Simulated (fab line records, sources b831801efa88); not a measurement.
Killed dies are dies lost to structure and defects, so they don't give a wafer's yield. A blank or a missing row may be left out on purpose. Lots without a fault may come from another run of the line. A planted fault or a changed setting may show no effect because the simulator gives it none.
Which tool did it? | flow sky130 | 12 lots, 36 wafers sampled, at 1 step of a route of 708

WHAT THE GAUGES READ, wafer by wafer
SKY_FIELD_ISO_BOW_MEAS_00.
lot  | measured    | on            | INCOMING_BOW (um)
L075 | day 1 15:00 | film_metro-03 | 2 -3 13
L077 | day 2 01:01 | film_metro-04 | -10 10 7
L079 | day 2 11:00 | film_metro-04 | 7 4 -2
L081 | day 2 21:01 | film_metro-04 | -4 3 5
L083 | day 3 07:01 | film_metro-02 | -7 0 -8
L085 | day 3 17:02 | film_metro-04 | 16 2 -8
L087 | day 4 03:00 | film_metro-02 | 11 8 10
L089 | day 4 13:00 | film_metro-02 | 1 -10 -3
L091 | day 4 23:00 | film_metro-02 | 6 11 -2
L093 | day 5 09:00 | film_metro-04 | -6 2 -6
L095 | day 5 19:00 | film_metro-04 | 0 -2 -4
L097 | day 6 05:01 | film_metro-04 | 0 -4 -6

WHICH TOOL RAN EACH LOT (tool, then ch and the chambers of the sampled wafers, then the start)
The record holds no process step before these readings.

THE ANSWER, worked out from the rows above alone
Rule: what is usual is taken from the lots themselves. Put in order of their means at a reading, lots are off if they are a third of the lots or fewer, leave a main group of 4 or more, and stand apart from it by a gap of 3 or more times the standard deviation of the main group's means; of several such gaps the widest counts. A main group whose means are all the same, to the digits that the tables above print for the reading, isn't used. A lot without any number at a reading at which 4 lots or more have one is off too. The other lots that the step has rows for count as sound.
No lot is off at any reading shown: from this, nothing can be told.

WHAT THE SIMULATOR HAD PUT IN
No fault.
